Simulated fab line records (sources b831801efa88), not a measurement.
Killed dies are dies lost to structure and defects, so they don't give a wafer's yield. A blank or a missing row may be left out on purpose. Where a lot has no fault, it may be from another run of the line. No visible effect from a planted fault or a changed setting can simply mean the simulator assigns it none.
Comparing a struck lot with a sound one || flow sky130 || 14 out of 708 route steps
Sound: these wafers, L406.2, L406.3, L406.5. Wafers struck: L413.1, L413.4, L413.5. Last of all comes the cause.
Per side, at each step with rows, come the tool, then ch with its chambers, and then its first start. Under that, the readings that differ: sound wafers || struck wafers || difference of the means || sigmas: that difference in standard deviations of wafers without a fault.
alike: same words and numbers on both sides, and readings whose means sit less than 2 such deviations apart. not compared: any withheld reading, any reading some wafer has no value for, any bound like >300 that may hide the same value, and any number with overlapping values for which the record gives no deviation.
The two part at a step that has a row with sigmas, a row that says differs or no value, or rows on one side only. When numbers do not overlap yet have no deviation, they are printed without sigmas and do not part them. A reading that every wafer of one side lacks parts them only if that side has two wafers or more.

SKY_METAL2_SPUTTER_01: material TiN, target thk 20 nm, time 16.7 s.
  sound on pvd_sputter-04, day 35 17:46; struck on pvd_sputter-02, day 37 22:03
  alike: throttle_valve_pct
SKY_METAL2_SPUTTER_02: material AlCu, target thk 250 nm, time 13.3 s.
  sound on pvd_sputter-04, day 35 17:48; struck on pvd_sputter-02, day 37 22:05
  alike: throttle_valve_pct
SKY_METAL2_SPUTTER_03: material Ti, target thk 5 nm, time 3.3 s.
  sound on pvd_sputter-04, day 35 17:49; struck on pvd_sputter-02, day 37 22:06
  alike: throttle_valve_pct
SKY_METAL2_SPUTTER_04: material TiN, target thk 70 nm, time 58.3 s.
  sound on pvd_sputter-04, day 35 17:50; struck on pvd_sputter-02, day 37 22:07
  alike: throttle_valve_pct
SKY_METAL2_RS_MEAS_05: the measuring method here is four-point-probe.
  sound on film_metro-01, day 35 17:55; struck on film_metro-01, day 37 22:10
  alike: METAL2_ALCU_RS
SKY_METAL2_THK_MEAS_06: measures by xrf.
  sound on film_metro-01, day 35 18:01; struck on film_metro-01, day 37 22:17
  alike: METAL2_ALCU_THK
then, 6 steps without rows for these wafers: SKY_METAL2_DEHYDRATE_07 (time 60 s); SKY_METAL2_HMDS_08 (prime time 60 s); SKY_METAL2_COAT_09 (resist thk 60 nm); SKY_METAL2_COAT_10 (resist thk 450 nm); SKY_METAL2_SOFTBAKE_11 (time 90 s); SKY_METAL2_EXPOSE_12 (exposes mask MM2, target cd 140 nm).
SKY_METAL2_PEB_13:
  struck on litho_track-04, day 39 00:00; sound on litho_track-04 ch 0, day 36 21:00
{"reading": "exhaust_pa (Pa)", "sound": "45.9 45.0 45.1", "struck": "- - -", "difference": "no value on the struck wafers", "sigmas": ""}
  not compared: chill_plate_temp_C
then, 1 step without rows for these wafers: SKY_METAL2_DEVELOP_14 (develop time 60 s).

WHERE THEY PART
Only at SKY_METAL2_PEB_13, within this record.

WHY: whatever the simulator had introduced
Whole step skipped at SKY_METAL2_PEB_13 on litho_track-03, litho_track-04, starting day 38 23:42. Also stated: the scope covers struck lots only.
